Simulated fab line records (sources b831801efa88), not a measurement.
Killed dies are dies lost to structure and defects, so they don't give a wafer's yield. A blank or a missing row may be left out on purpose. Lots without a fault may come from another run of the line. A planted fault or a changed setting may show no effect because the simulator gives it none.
fab line records    flow gf180mcu
record lots=6  wafers=17  last-day=34
route steps=602 shown M2@366
lots that met no fault: taken from a fault-free run of the same line
start-h: start of the lot's first displayed wafer, in hours after the record's first day    wait-h: hours elapsed since this lot's preceding step    " same as the row above    L1.1+2: a row that stands for several wafers    - value missing, or start not given    * or withheld: withheld    < > ~ a bound
route shown NAME@n: names a module that has steps shown in the file, with the first one's number in the route    usual: average and standard deviation across the fault-free wafers    same: alike in all rows    chamber/n: place in a boat    sites: the reading at each site    _std_site: how widely they spread, as a standard deviation    _edge_site: inner sites' mean taken away from outer sites' mean    radius-mm: how far each site lies from the wafer's centre    mask NAME#n: copy n    behind: the tool/chamber that last shaped the wafer    hold: why the lot was held/for how many hours/how that ended    device: the n, p or np transistor that did not switch    end of line: at the end of the route, the tests of the same wafers    where a step has no rows: the recipe by itself    killed: the dies lost at the first sort to structure and to defects; this is not the yield of the wafer    map: per-die view of a wafer (x killed, . not killed, _ where there is no die)
set.NAME: the setting as run; set.NAME@STEP: as run at that earlier step    model.NAME: the simulator's own value behind a step, which no gauge read
certain route steps with their lots: each step a table, each wafer a row
services: the hour from which a tool's chamber was out of use, counted from the record's first day as start-h (under 0 if before that day), plus the number of hours and why
## steps
# step GF_M2_SPUTTER_04
# recipe material=TiN  target-thk-nm=50  power-w=6500  time-s=41.7  chamber-pressure-pa=0.4
# usual chamber-pressure-pa=0.4001/0.00086  throttle-valve-pct=29.6/1.1
# same time-s=41.7
lot.wafer  tool            chamber  start-h  wait-h  chamber-pressure-pa  throttle-valve-pct
L887.2     pvd-sputter-02  -        445.87   0.0     0.3997               29.8
L887.4     "               -        "        "       0.3993               28.7
L887.5     "               -        "        "       0.4005               29.7
L893.1     pvd-sputter-03  -        496.01   0.0     0.4005               30.6
L893.3     "               -        "        "       0.4015               27.5
L893.6     "               -        "        "       0.3997               30.8
L896.3     pvd-sputter-03  -        519.61   0.0     0.4011               29.1
L896.6     "               -        "        "       0.4012               28.7
L903.3     pvd-sputter-03  -        579.43   0.0     0.4010               30.9
L903.4     "               -        "        "       0.3990               30.5
L903.6     "               -        "        "       0.3981               27.4
L905.2     pvd-sputter-03  -        588.31   0.0     0.4009               29.2
L905.4     "               -        "        "       0.4003               30.6
L905.6     "               -        "        "       0.4001               29.1
L907.1     pvd-sputter-03  -        612.22   0.0     0.4000               27.5
L907.3     "               -        "        "       0.4010               30.7
L907.4     "               -        "        "       0.4010               30.6
# step GF_M2_RS_MEAS_05
# recipe thk-meas-gauge=four-point-probe  reads=TiN_of_M2_SPUTTER_04+Ti_of_M2_SPUTTER_03+AlCu_of_M2_SPUTTER_02+TiN_of_M2_SPUTTER_01+Ti_of_M2_SPUTTER_00
# usual M2_ALCU_RS=0.0694/0.00073
lot.wafer  tool           chamber  start-h  wait-h  M2_ALCU_RS[ohm/sq]
L887.2     film-metro-01  -        445.93   0.0     0.0690
L887.4     "              -        "        "       0.0697
L887.5     "              -        "        "       0.0691
L893.1     film-metro-03  -        496.05   0.0     0.0706
L893.3     "              -        "        "       0.0703
L893.6     "              -        "        "       0.0694
L896.3     film-metro-01  -        519.69   0.1     0.0701
L896.6     "              -        "        "       0.0698
L903.3     film-metro-02  -        579.50   0.1     0.0699
L903.4     "              -        "        "       0.0701
L903.6     "              -        "        "       0.0705
L905.2     film-metro-03  -        588.37   0.0     0.0695
L905.4     "              -        "        "       0.0692
L905.6     "              -        "        "       0.0690
L907.1     film-metro-02  -        612.26   0.0     0.0702
L907.3     "              -        "        "       0.0701
L907.4     "              -        "        "       0.0702
# step GF_M2_THK_MEAS_06
# recipe thk-meas-gauge=xrf  reads=AlCu_of_M2_SPUTTER_02
# usual M2_ALCU_THK=446/5
lot.wafer  tool           chamber  start-h  wait-h  M2_ALCU_THK[nm]
L887.2     film-metro-01  -        446.04   0.1     448
L887.4     "              -        "        "       443
L887.5     "              -        "        "       444
L893.1     film-metro-03  -        496.17   0.1     440
L893.3     "              -        "        "       442
L893.6     "              -        "        "       448
L896.3     film-metro-01  -        519.79   0.1     442
L896.6     "              -        "        "       442
L903.3     film-metro-02  -        579.60   0.1     439
L903.4     "              -        "        "       440
L903.6     "              -        "        "       438
L905.2     film-metro-03  -        588.48   0.1     449
L905.4     "              -        "        "       448
L905.6     "              -        "        "       449
L907.1     film-metro-02  -        612.38   0.1     440
L907.3     "              -        "        "       442
L907.4     "              -        "        "       440
# step GF_M2_DEHYDRATE_07
# recipe temp-c=200  time-s=60
# step GF_M2_HMDS_08
# recipe prime-time-s=60  prime-temp-c=120
# step GF_M2_COAT_09
# recipe resist=KrF  spin-rpm=withheld  resist-thk-nm=1000
# step GF_M2_SOFTBAKE_10
# recipe temp-c=130  time-s=60  resist=KrF
# step GF_M2_EXPOSE_11
# recipe mask-id=Metal2  target-cd-nm=280  na=0.68  source-shape=conventional  sigma-outer=0.6  dose-mj=28
# step GF_M2_PEB_12
# recipe peb-temp-c=135  peb-time-s=90  resist=KrF
# step GF_M2_DEVELOP_13
# recipe develop-time-s=60  dev-temp-c=21
# step GF_M2_CD_MEAS_14
# recipe target-cd-nm=280
# usual cd-nm=279.7/1.1
lot.wafer  tool       chamber  start-h  wait-h  cd-nm
L887.2     cd-sem-01  -        470.17   0.1     278.3
L887.4     "          -        "        "       278.7
L887.5     "          -        "        "       278.9
L893.1     cd-sem-01  -        519.87   0.1     280.7
L893.3     "          -        "        "       280.4
L893.6     "          -        "        "       281.1
L896.3     cd-sem-01  -        542.64   0.1     278.8
L896.6     "          -        "        "       279.1
L903.3     cd-sem-01  -        600.69   0.1     280.9
L903.4     "          -        "        "       282.0
L903.6     "          -        "        "       281.3
L905.2     cd-sem-01  -        609.69   0.1     281.0
L905.4     "          -        "        "       280.7
L905.6     "          -        "        "       280.3
L907.1     cd-sem-01  -        632.70   0.1     280.1
L907.3     "          -        "        "       279.5
L907.4     "          -        "        "       280.3
# step GF_M2_OVL_MEAS_15
# usual M2_OVL=1/5.9
lot.wafer  tool        chamber  start-h  wait-h  M2_OVL[nm]
L887.2     overlay-01  -        470.28   0.1     -4
L887.4     "           -        "        "       -2
L887.5     "           -        "        "       -5
L893.1     overlay-01  -        519.99   0.1     6
L893.3     "           -        "        "       3
L893.6     "           -        "        "       0
L896.3     overlay-01  -        542.74   0.1     0
L896.6     "           -        "        "       -1
L903.3     overlay-02  -        600.78   0.1     0
L903.4     "           -        "        "       1
L903.6     "           -        "        "       -1
L905.2     overlay-02  -        609.79   0.1     8
L905.4     "           -        "        "       4
L905.6     "           -        "        "       6
L907.1     overlay-01  -        632.82   0.1     -9
L907.3     "           -        "        "       -8
L907.4     "           -        "        "       0
# step GF_M2_METAL_ETCH_16
# recipe chemistry=Cl2/BCl3  mask-material=KrF  target-depth-nm=750.8  stop-on=SiO2  pressure-mtorr=8  icp-w=800  bias-w=140  Cl2_flow_sccm=80  bcl3-flow-sccm=40  time-s=125.1
# usual bias-w=140.0/0.38  drypump-motor-current-A=5.49/0.26  oes-product-au=0.992/0.0054  throttle-valve-pct=28.227/0.0091
# same time-s=125.1
lot.wafer  tool          chamber  start-h  wait-h  bias-w  drypump-motor-current-A  oes-product-au  rf-hours-counter-h  throttle-valve-pct  model.KrF_of_M2_COAT_09.thk-nm
L887.2     rie-metal-03  0        470.35   0.1     140.1   5.52                     0.994           -                   28.245              685.4
L887.4     "             0        "        "       139.8   5.52                     0.992           -                   28.214              685.5
L887.5     "             0        "        "       139.9   5.55                     0.996           -                   28.226              685.7
L893.1     rie-metal-03  1        520.02   0.0     140.0   5.66                     0.998           10                  28.219              665.1
L893.3     "             0        "        "       140.2   5.56                     0.802           -                   28.433              772.7
L893.6     "             1        "        "       140.3   5.64                     0.994           -                   28.212              665.6
L896.3     rie-metal-03  0        542.80   0.1     140.1   5.56                     0.798           -                   28.435              781.5
L896.6     "             0        "        "       139.9   5.56                     0.991           -                   28.219              679.8
L903.3     rie-metal-04  1        600.85   0.1     139.9   5.02                     0.991           -                   28.223              680.1
L903.4     "             0        "        "       140.5   5.35                     1.000           -                   28.212              668.9
L903.6     "             1        "        "       139.6   4.96                     0.989           -                   28.230              684.1
L905.2     rie-metal-03  0        609.87   0.1     140.1   5.54                     0.995           -                   28.236              687.6
L905.4     "             0        "        "       140.2   5.53                     0.992           -                   28.228              686.2
L905.6     "             0        "        "       139.8   5.53                     0.989           -                   28.238              688.9
L907.1     rie-metal-04  0        632.85   0.0     140.0   5.34                     0.992           14                  28.213              672.1
L907.3     "             0        "        "       140.4   5.35                     0.997           -                   28.214              669.4
L907.4     "             1        "        "       140.2   4.97                     0.994           -                   28.219              684.2
# step GF_M2_STRIP_17
# recipe chemistry=O2/N2  power-w=1400  pressure-mtorr=1500  platen-temp-c=250  o2-flow-sccm=3000  n2-flow-sccm=300  overash-fraction=0.5
# usual drypump-motor-current-A=5.9/0.31  heater-power-w=315/20  oes-product-au=0.535/0.0056  strip-time-to-endpoint-s=7.34/0.068
lot.wafer  tool             chamber  start-h  wait-h  drypump-motor-current-A  heater-power-w  oes-product-au  rf-hours-counter-h  strip-time-to-endpoint-s
L887.2     plasma-asher-02  0        470.57   0.2     6.5                      328             0.538           69                  7.38
L887.4     "                1        "        "       5.7                      313             0.542           -                   7.39
L887.5     "                0        "        "       6.5                      338             0.538           -                   7.38
L893.1     plasma-asher-04  1        520.15   0.1     5.5                      291             0.524           10                  7.20
L893.3     "                1        "        "       5.5                      286             0.575           -                   8.25
L893.6     "                1        "        "       5.5                      275             0.532           -                   7.20
L896.3     plasma-asher-02  1        542.92   0.1     5.7                      314             0.582           -                   8.32
L896.6     "                1        "        "       5.7                      304             0.543           -                   7.33
L903.3     plasma-asher-04  0        600.97   0.1     6.1                      351             0.532           -                   7.35
L903.4     "                1        "        "       5.5                      283             0.535           -                   7.23
L903.6     "                0        "        "       6.0                      343             0.533           -                   7.36
L905.2     plasma-asher-02  1        610.08   0.2     5.7                      307             0.532           84                  7.41
L905.4     "                0        "        "       6.5                      334             0.539           -                   7.40
L905.6     "                1        "        "       5.7                      320             0.540           -                   7.41
L907.1     plasma-asher-04  0        632.98   0.1     6.0                      342             0.531           22                  7.26
L907.3     "                1        "        "       5.5                      288             0.532           -                   7.23
L907.4     "                0        "        "       6.1                      354             0.532           -                   7.36
# step GF_M2_STRIP_18
# recipe chemistry=post-etch-residue-remover  time-s=1200  temp-c=72.5
## services
tool             chamber  start-h  hours  kind
plasma-asher-04  0        430.25   -      clean
plasma-asher-04  1        430.25   -      clean
rie-metal-03     0        435.18   -      clean
rie-metal-03     0        435.18   15.4   scheduled-down
rie-metal-03     0        435.18   15.4   vent-cycle
rie-metal-04     -        438.03   0.4    repair
pvd-sputter-03   -        444.27   2.1    repair
rie-metal-03     -        447.05   0.9    repair
plasma-asher-02  -        461.29   2.0    repair
rie-metal-03     1        468.26   37.4   repair
rie-metal-03     -        493.16   0.4    repair
rie-metal-04     1        530.20   -      clean
pvd-sputter-03   -        534.35   1.0    repair
pvd-sputter-03   2        557.15   -      consumable-replace:kit
pvd-sputter-03   2        557.15   18.0   scheduled-down
pvd-sputter-03   2        557.15   18.0   vent-cycle
plasma-asher-02  -        563.00   0.8    repair
plasma-asher-02  -        584.16   2.3    repair
plasma-asher-02  -        590.12   6.2    repair
rie-metal-03     1        606.13   -      clean
rie-metal-03     1        606.13   17.0   scheduled-down
rie-metal-03     1        606.13   17.0   vent-cycle
pvd-sputter-03   -        617.91   3.2    repair
pvd-sputter-02   -        627.58   1.6    repair
## key
first-sign step=GF_M2_METAL_ETCH_16  reading=oes-product-au  direction=down  sigmas=35  usual=0.992  struck=0.800
effect step=GF_M2_METAL_ETCH_16  reading=throttle-valve-pct  direction=up  sigmas=23  usual=28.227  struck=28.434
effect step=GF_M2_STRIP_17  reading=strip-time-to-endpoint-s  direction=up  sigmas=14  usual=*  struck=*
model-effect step=GF_M2_METAL_ETCH_16  value=KrF_of_M2_COAT_09.thk-nm  without=684.1  struck=777.1
met-at GF_M2_METAL_ETCH_16
struck-wafers L893.3,L896.3
later-rows-left-out L893.3,L896.3
sort-left-out L893.3,L896.3
onset-between 470.35 520.02
fault kind=process-parameter-drift  tool=rie-metal-03  chamber=-  onset-h=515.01  steps=GF_M2_METAL_ETCH_16  channel=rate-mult  offset=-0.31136  shape=step  end-h=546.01  scope=struck-wafers-only
# sort-left-out: the simulated sort isn't trusted on such a fault, so these wafers' sort isn't shown, and their yield isn't known
# later-rows-left-out: the simulator's readings of these wafers behind a module that went badly wrong aren't trusted and aren't shown, but for the sort
